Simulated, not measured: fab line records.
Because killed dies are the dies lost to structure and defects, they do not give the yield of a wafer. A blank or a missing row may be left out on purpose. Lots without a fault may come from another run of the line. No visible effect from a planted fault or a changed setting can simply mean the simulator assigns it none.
Which tool was responsible? / flow sky130 / 6 lots, 18 wafers sampled, at 2 steps of a route of 708

== WHAT EACH GAUGE READ, for each wafer ==
SKY_CAPM_THK_MEAS_01.
lot=L338; measured=day 39 14:19; on=film-metro-03; CAPM_CVD_00_THK (nm)=16.82 16.81 17.12
lot=L343; measured=day 41 11:11; on=film-metro-01; CAPM_CVD_00_THK (nm)=15.17 15.32 15.45
lot=L345; measured=day 41 20:44; on=film-metro-01; CAPM_CVD_00_THK (nm)=15.26 15.34 15.78
lot=L348; measured=day 43 07:46; on=film-metro-04; CAPM_CVD_00_THK (nm)=15.43 15.62 15.50
lot=L350; measured=day 43 13:11; on=film-metro-01; CAPM_CVD_00_THK (nm)=15.55 15.82 15.81
lot=L352; measured=day 43 18:47; on=film-metro-04; CAPM_CVD_00_THK (nm)=15.63 15.70 15.54

== TOOL THAT RAN EACH LOT (tool first, then ch and the chambers of the sampled wafers, then the start) ==
lot=L338; SKY_METAL3_SPUTTER_03=pvd-sputter-02, day 39 14:13
lot=L343; SKY_METAL3_SPUTTER_03=pvd-sputter-01, day 41 11:05
lot=L345; SKY_METAL3_SPUTTER_03=pvd-sputter-01, day 41 20:38
lot=L348; SKY_METAL3_SPUTTER_03=pvd-sputter-02, day 43 07:41
lot=L350; SKY_METAL3_SPUTTER_03=pvd-sputter-03, day 43 13:04
lot=L352; SKY_METAL3_SPUTTER_03=pvd-sputter-02, day 43 18:40
- SKY_METAL3_SPUTTER_03: material Ti, target thk 5 nm, time 3.3 s.

== THE ANSWER, worked out from the rows above alone ==
Rule: the usual values come from the lots themselves. Put in order of their means at a reading, lots are off if they are a third of the lots or fewer, leave a main group of 4 or more, and stand apart from it by a gap of 3 or more times the standard deviation of the main group's means; of several such gaps the widest counts. If all means in a main group match to the digits the tables above print for the reading, that group is not used. Also off: a lot with no number at a reading for which 4 or more lots have one. Where the step has rows for the other lots, those lots are counted as sound.
Off: L338, seen at SKY_CAPM_THK_MEAS_01 (CAPM_CVD_00_THK). The main group has a mean of 15.53 nm with a standard deviation of 0.14.
If a tool, at a process step before that reading, ran all the lots that are off and no sound lot after the first of them, it fits. Those tools and the gauges at SKY_CAPM_THK_MEAS_01 are tried in the same way. One candidate fits, namely film-metro-03 at SKY_CAPM_THK_MEAS_01. It ran no sound lot before its first lot that is off in this sample, so the start can't be narrowed down.

== WHAT THE SIMULATOR HAD INSERTED ==
Metrology matching offset: film-metro-03, from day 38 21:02 on, at SKY_CAPM_THK_MEAS_01. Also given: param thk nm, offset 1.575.
Shown lots that were struck: L338. The same result came from the rule above.
